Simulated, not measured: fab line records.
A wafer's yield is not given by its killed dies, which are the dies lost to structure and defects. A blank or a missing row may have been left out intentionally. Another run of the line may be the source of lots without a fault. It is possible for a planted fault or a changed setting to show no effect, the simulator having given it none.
A struck lot beside a sound one	flow sky130	21 steps out of a route of 708
Sound: these wafers, L117.3, L117.4, L117.5. Struck: wafer L125.4; the same lot's L125.6 was not struck, so it is left out; see the end for the cause.
For every step that has rows: the tool of each side, followed by ch and its chambers, followed by its first start. Under that, the readings that differ: sound wafers	struck wafers	difference of the means	sigmas: that difference in standard deviations of wafers without a fault.
alike: readings with means less than 2 such deviations apart, plus words and numbers identical on both sides. not compared: withheld readings, readings lacking a value on some wafer, bounds such as >300 that could conceal the same value, and numbers that have no deviation in the record and whose values overlap.
The two part at a step that has a row with sigmas, a row that says differs or no value, or rows on one side only. Numbers that have no deviation but don't overlap get no sigmas and don't part them. A reading missing from all wafers of one side parts the sides only when that side holds two or more wafers.

first, 1 step without rows for these wafers: SKY_FIELD_ISO_DEVELOP_12 (develop time 60 s).
SKY_FIELD_ISO_CD_MEAS_13: the cd target is 150 nm.
  sound on cd sem-02 at day 2 18:08; struck on cd sem-02 at day 4 09:42
  alike: cd nm
SKY_FIELD_ISO_ETCH_14: etches BARC in N2/H2, stops on SiO2, time 45.9 s, target depth 60 nm.
  sound on rie diel-01 ch 0,2,3, day 2 18:13; struck on rie diel-04 ch 1, day 4 09:46
  alike: drypump motor current A, oes product au, throttle valve pct
  not compared: rf hours counter h
SKY_FIELD_ISO_ETCH_15: etches the open film in CHF3/O2, stops on Si, target depth 180 nm, time 72 s.
  sound on rie diel-01 ch 0,2,3, day 2 18:15; struck on rie diel-04 ch 1, day 4 09:48
  alike: chf3 flow sccm, drypump motor current A, oes product au, throttle valve pct
  not compared: rf hours counter h
SKY_FIELD_ISO_STRIP_16: strips in O2/N2.
  sound on plasma asher-02 ch 0,1, day 2 18:20; struck on plasma asher-04 ch 0, day 4 09:53
  alike: drypump motor current A, oes product au, strip time to endpoint s
  not compared: rf hours counter h
SKY_FIELD_ISO_ETCH_17: etches Si in HBr/Cl2/O2, target depth 342 nm, time 97.7 s.
  sound on rie si-02 ch 0,1,2, day 2 18:25; struck on rie si-02 ch 2, day 4 09:58
  alike: drypump motor current A, oes product au, throttle valve pct
  not compared: rf hours counter h
then, 5 steps without rows for these wafers: SKY_FIELD_ISO_WET_ETCH_18 (etches Si3N4 in H3PO4, target depth 25 nm, time 286 s); SKY_FIELD_ISO_CLEAN_19 (cleans in SC1/SC2, time 150 s); SKY_FIELD_ISO_CLEAN_20 (cleans in dHF, time 20 s); SKY_FIELD_ISO_WET_ETCH_21 (etches SiO2 in dHF, target depth 20 nm, time 400 s); SKY_FIELD_ISO_OXIDATION_22 (stabilise 600 s, purge 300 s, target thk 10 nm).
SKY_FIELD_ISO_THK_MEAS_23:
  sound on film metro-02 at day 2 20:01; struck on film metro-02 at day 4 11:44
  alike: FIELD_ISO_OXIDATION_01_THK
SKY_FIELD_ISO_CVD_24: deposits SiO2, target thk 595 nm, time 99.2 s.
  sound on hdpcvd-01 ch 0,1,2, day 2 20:03; struck on hdpcvd-01 ch 2, day 4 11:47
reading	sound	struck	difference	sigmas
pressure mtorr (mTorr)	6.028 6.023 6.009	5.985	-0.035	-2
model.SiO2_of_FIELD_ISO_CVD_24.thk nm (nm)	590 598.2 585.2	256.2	-334.9	
SKY_FIELD_ISO_THK_MEAS_25:
  sound on film metro-04 at day 2 20:08; struck on film metro-04 at day 4 11:52
reading	sound	struck	difference	sigmas
FIELD_ISO_CVD_24_THK (nm)	590 598 586	256	-335	-62
then, 1 step without rows for these wafers: SKY_FIELD_ISO_ANNEAL_26 (time 1800 s).
SKY_FIELD_ISO_CMP_27: polishes, stops on Si3N4, t overpolish 16 s, target thk 457.8 nm.
  sound on cmp-01 ch 0,3, day 2 21:44; struck on cmp-01 ch 1, day 4 13:32
reading	sound	struck	difference	sigmas
time to endpoint s (s)	115 121 117	45	-73	-14
  alike: motor current A, platen rpm
then, 2 steps without rows for these wafers: SKY_FIELD_ISO_WET_ETCH_28 (etches SiO2 in dHF, target depth 23.7 nm, time 47 s); SKY_FIELD_ISO_WET_ETCH_29 (etches Si3N4 in H3PO4, target depth 160 nm, time 1825 s).
SKY_FIELD_ISO_WET_ETCH_30: etches SiO2 in dHF, target depth 25 nm, time 50 s.
  sound on wet bench-03 ch 3, day 2 23:14; struck on wet bench-03 ch 2, day 4 14:14
reading	sound	struck	difference	sigmas
model.SiO2_of_FIELD_ISO_CVD_24.thk nm (nm)	404.9 405.7 405.7	203.6	-201.8	
then, 1 step without rows for these wafers: SKY_NWELL_CLEAN_00 (cleans in SC1/SC2, time 150 s).
-- the record jumps here: 44 days lie between the struck wafers' starts before and after (it left off in module NWELL and takes up again in module PAD_OPEN, whose first step shown is number 708 of the route) --
SKY_PAD_OPEN_PROBE_99:
  sound on prober-01 at day 46 13:22; struck on prober-01 at day 48 15:28
reading	sound	struck	difference	sigmas
killed at front end	21 22 24	432	+410	+85
killed dies	101 89 88	492	+399	+42
killed on rim	21 18 21	96	+76	+19
  alike: killed_at_M0_to_M3, killed_at_M4_up, killed at contacts, killed at other, killed open, killed short

## WHERE THEY PART
Last at SKY_PAD_OPEN_PROBE_99 as far as this record goes, first at SKY_FIELD_ISO_CVD_24.

WHY: whatever the simulator had introduced
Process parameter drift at SKY_FIELD_ISO_CVD_24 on hdpcvd-01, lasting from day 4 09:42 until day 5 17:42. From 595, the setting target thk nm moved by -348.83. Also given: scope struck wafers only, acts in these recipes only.
